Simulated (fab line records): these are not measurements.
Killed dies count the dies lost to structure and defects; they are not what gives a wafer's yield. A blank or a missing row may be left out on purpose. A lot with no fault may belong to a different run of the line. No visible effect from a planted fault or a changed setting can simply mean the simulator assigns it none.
Matching of chambers    flow sky130    rie-diel-01 running SKY_VIA1_ETCH_14: 4 sister chambers
The step etches BARC in N2/H2, stops on SiO2, time 45.9 s, target depth 60 nm. 4 wafers are shown with their chamber, then 12 later ones without.

== EACH WAFER AND ITS CHAMBER ==
wafer   chamber  drypump-motor-current-A (A)
L090.2  1        5.6
L094.1  0        5.0
L094.2  3        6.0
L094.3  2        5.6

== WAFERS MISSING THEIR CHAMBER ==
wafer   drypump-motor-current-A (A)
L094.4  5.6
L094.5  5.6
L094.6  6.0
L095.1  6.0
L095.2  5.6
L095.3  5.7
L095.4  5.0
L095.5  5.7
L095.6  6.0
L097.4  5.0
L097.5  5.6
L097.6  5.6

== EACH ONE'S CHAMBER ==
wafer   from the rows above      in truth
L094.4  can't be placed: 1 or 2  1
L094.5  can't be placed: 1 or 2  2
L094.6  3                        3
L095.1  3                        3
L095.2  can't be placed: 1 or 2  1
L095.3  can't be placed: 1 or 2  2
L095.4  0                        0
L095.5  can't be placed: 1 or 2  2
L095.6  3                        3
L097.4  0                        0
L097.5  can't be placed: 1 or 2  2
L097.6  can't be placed: 1 or 2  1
Correct placement for 5 of the 12. These rows do not allow placing 7 (true chamber among the candidates in 7). Placed wrongly: 0.
How it was worked out, from the rows above alone: a wafer's distance from a chamber is the root of the sum, over the readings, of the square of ((its reading less the chamber's mean) divided by the reading's scatter). If the next closest chamber is less than 2 further off than the closest, the wafer can't be placed; otherwise it belongs to the closest. A chamber's mean is the mean of its shown wafers. The scatter: with one shown wafer a chamber, the root of the mean of the squares of how far each hidden wafer lies from its nearest shown one.
